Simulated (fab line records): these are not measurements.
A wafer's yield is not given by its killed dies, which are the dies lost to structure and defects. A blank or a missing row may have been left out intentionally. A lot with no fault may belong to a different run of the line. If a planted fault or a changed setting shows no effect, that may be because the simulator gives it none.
Struck lot and sound lot, side by side ; flow sky130 ; 15 steps out of a route of 708
Sound: wafers L726.3, L726.4, L726.6. Wafers L729.1, L729.4, L729.5 were the ones struck. The cause comes at the end.
At each step with rows: each side's tool, then ch and its chambers, then its first start. Under that, the readings that differ: sound wafers ; struck wafers ; difference of the means ; sigmas: that difference in standard deviations of wafers without a fault.
alike: a reading whose means differ by less than 2 such deviations, as well as words and numbers matching on both sides. not compared: withheld readings; readings where some wafer has no value; bounds like >300 that might hide an equal value; numbers whose values overlap and for which the record gives no deviation.
A row with sigmas, a row that says differs or no value, or rows on one side alone: a step with any of these is where the two part. Numbers that don't overlap but have no deviation are shown without sigmas and don't part them. A reading that every wafer of one side lacks parts them only if that side has two wafers or more.

first, 4 steps without rows for these wafers: SKY_RES_XHIGH_EXPOSE_04 (exposes mask URPM, target cd 1270 nm); SKY_RES_XHIGH_PEB_05; SKY_RES_XHIGH_DEVELOP_06 (develop time 60 s); SKY_RES_XHIGH_IMPLANT_07.
SKY_RES_XHIGH_STRIP_08: strips in O2/N2.
  sound on plasmaAsher-01 ch 0,1, day 27 21:07; struck on plasmaAsher-03 ch 0,1, day 29 13:47
  alike: drypumpMotorCurrentA, oesProductAu, stripTimeToEndpointS
  not compared: rfHoursCounterH
SKY_RES_XHIGH_TW_MEAS_09:
  sound on filmMetro-02, day 27 21:12; struck on filmMetro-04, day 29 13:53
  alike: RES_XHIGH_TW
then, 6 steps without rows for these wafers: SKY_SD_N_DEHYDRATE_00 (time 60 s); SKY_SD_N_HMDS_01 (prime time 60 s); SKY_SD_N_COAT_02 (resist thk 1140 nm); SKY_SD_N_SOFTBAKE_03 (time 60 s); SKY_SD_N_EXPOSE_04 (exposes mask NSDM, target cd 380 nm); SKY_SD_N_PEB_05.
SKY_SD_N_DEVELOP_06: develop time 60 s.
  sound on lithoTrack-01 ch 0, day 29 01:22; struck on lithoTrack-04 ch 0, day 30 17:34
reading;sound;struck;difference;sigmas
developerTempC (C);23.23 23.13 23.10;21.99 22.20 22.16;-1.04;-10
  alike: resistLineTempC
SKY_SD_N_CD_MEAS_07 targets a cd of 380 nm.
  sound on cdSem-01, day 29 01:30; struck on cdSem-02, day 30 17:43
reading;sound;struck;difference;sigmas
cdNm (nm);375.1 377.2 375.2;383.4 384.0 384.7;+8.2;+3
-- here the record skips 17 days between the struck wafers' starts before and after, leaving off in module SD_N and picking up in module PAD_OPEN (first step shown: number 708 of the route) --
SKY_PAD_OPEN_PROBE_99:
  sound on prober-02, day 46 17:56; struck on prober-01, day 47 19:58
  alike: killed_at_M0_to_M3, killed_at_M4_up, killedAtContacts, killedAtFrontEnd, killedAtOther, killedDies, killedOpen, killedShort

WHERE THEY PART
Last at SKY_SD_N_CD_MEAS_07 as far as this record goes, first at SKY_SD_N_DEVELOP_06. Later steps at which nothing parts them and some readings are alike: SKY_PAD_OPEN_PROBE_99.

WHY: the cause the simulator had injected
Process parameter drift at SKY_SD_N_DEVELOP_06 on lithoTrack-04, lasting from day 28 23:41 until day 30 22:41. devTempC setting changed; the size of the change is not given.
